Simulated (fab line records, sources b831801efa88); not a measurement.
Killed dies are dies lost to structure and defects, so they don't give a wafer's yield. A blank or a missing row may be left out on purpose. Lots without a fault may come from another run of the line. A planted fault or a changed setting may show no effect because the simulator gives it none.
A struck lot beside a sound one | flow sky130 | 24 steps out of a route of 708
Sound: wafers L675.3, L675.4, L675.5. Struck: wafers L678.1, L678.3, L678.4. The cause comes at the end.
At each step with rows: each side's tool, then ch and its chambers, then its first start. Under that, the readings that differ: sound wafers | struck wafers | difference of the means | sigmas: that difference in standard deviations of wafers without a fault.
alike: readings whose means differ by less than 2 such deviations, and words and numbers that are the same on both sides. not compared: withheld readings, readings that some wafer has no value for, bounds like >300 that may hide the same value, and numbers for which the record gives no deviation and whose values overlap.
The two part at a step that has a row with sigmas, a row that says differs or no value, or rows on one side only. Numbers that don't overlap but have no deviation are shown without sigmas and don't part them. A reading that every wafer of one side lacks parts them only if that side has two wafers or more.

SKY_CONTACT_THK_MEAS_26: measures by xrf.
  sound on film_metro-01, day 36 07:17; struck on film_metro-03, day 36 20:55
  alike: CONTACT_W_THK
then, 1 step without rows for these wafers: SKY_CONTACT_CMP_27 (polishes, stops on SiO2, t overpolish 15 s, target thk 0 nm).
SKY_METAL1_SPUTTER_00: material Ti, target thk 15 nm, time 10 s.
  sound on pvd_sputter-01, day 36 07:38; struck on pvd_sputter-04, day 36 21:17
  alike: throttle_valve_pct
SKY_METAL1_SPUTTER_01: material TiN, target thk 20 nm, time 16.7 s.
  sound on pvd_sputter-01, day 36 07:39; struck on pvd_sputter-04, day 36 21:18
  alike: throttle_valve_pct
SKY_METAL1_SPUTTER_02: material AlCu, target thk 250 nm, time 13.3 s.
  sound on pvd_sputter-01, day 36 07:41; struck on pvd_sputter-04, day 36 21:20
  alike: throttle_valve_pct
SKY_METAL1_SPUTTER_03: material Ti, target thk 5 nm, time 3.3 s.
  sound on pvd_sputter-01, day 36 07:42; struck on pvd_sputter-04, day 36 21:21
  alike: throttle_valve_pct
SKY_METAL1_SPUTTER_04: material TiN, target thk 70 nm, time 58.3 s.
  sound on pvd_sputter-01, day 36 07:43; struck on pvd_sputter-04, day 36 21:22
  alike: throttle_valve_pct
SKY_METAL1_RS_MEAS_05: measures by four-point-probe.
  sound on film_metro-03, day 36 07:49; struck on film_metro-03, day 36 21:25
  alike: METAL1_ALCU_RS
SKY_METAL1_THK_MEAS_06: measures by xrf.
  sound on film_metro-03, day 36 07:55; struck on film_metro-03, day 36 21:32
  alike: METAL1_ALCU_THK
then, 3 steps without rows for these wafers: SKY_METAL1_DEHYDRATE_07 (time 60 s); SKY_METAL1_HMDS_08 (prime time 60 s); SKY_METAL1_COAT_09 (resist thk 60 nm).
SKY_METAL1_COAT_10: resist thk 450 nm.
  sound on litho_track-01 ch 0, day 36 20:00; struck on litho_track-03 ch 0, day 37 09:00
  reading                                       | sound                | struck               | difference | sigmas
  spin_speed_rpm (rpm)                          | 2998.6 3002.0 3000.3 | 2852.8 2855.1 2855.6 | -145.8     | -77
  model.KrF-thick_of_METAL1_COAT_10.thk_nm (nm) | 449.9 450.4 449.8    | 463.1 464.2 464.2    | +13.8      |
  alike: dispense_pressure_kPa
then, 4 steps without rows for these wafers: SKY_METAL1_SOFTBAKE_11 (time 90 s); SKY_METAL1_EXPOSE_12 (exposes mask MM1, target cd 140 nm); SKY_METAL1_PEB_13; SKY_METAL1_DEVELOP_14 (develop time 60 s).
SKY_METAL1_CD_MEAS_15: target cd 140 nm.
  sound on cd_sem-02, day 37 09:21; struck on cd_sem-01, day 37 23:37
  reading    | sound             | struck            | difference | sigmas
  cd_nm (nm) | 140.8 141.7 142.3 | 139.0 136.6 138.6 | -3.5       | -2
SKY_METAL1_OVL_MEAS_16:
  sound on overlay-01, day 37 09:27; struck on overlay-02, day 37 23:44
  alike: METAL1_OVL
then, 2 steps without rows for these wafers: SKY_METAL1_DESCUM_17 (chemistry O2, time 8 s); SKY_METAL1_ETCH_18 (etches BARC in N2/H2, stops on SiO2, time 45.9 s, target depth 60 nm).
SKY_METAL1_METAL_ETCH_19: etches the open film in Cl2/BCl3, stops on SiO2, target depth 360 nm, time 78 s.
  sound on rie_metal-01 ch 0,1, day 37 09:35; struck on rie_metal-01 ch 0,1, day 37 23:52
  reading                                       | sound             | struck        | difference | sigmas
  model.KrF-thick_of_METAL1_COAT_10.thk_nm (nm) | 159.1 151.2 161.6 | 163 174.5 165 | +10        |
  alike: bias_w, drypump_motor_current_A, oes_product_au, throttle_valve_pct
  not compared: rf_hours_counter_h
then, 2 steps without rows for these wafers: SKY_METAL1_STRIP_20 (strips in O2/N2); SKY_PAD_OPEN_PROBE_99.

WHERE THEY PART
First at SKY_METAL1_COAT_10; last, within this record, at SKY_METAL1_CD_MEAS_15. Later steps at which nothing parts them and some readings are alike: SKY_METAL1_OVL_MEAS_16, SKY_METAL1_METAL_ETCH_19.

WHY: what the simulator had put in
Process parameter drift: litho_track-03, from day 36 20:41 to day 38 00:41, at SKY_METAL1_COAT_10. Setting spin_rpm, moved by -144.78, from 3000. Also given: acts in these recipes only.
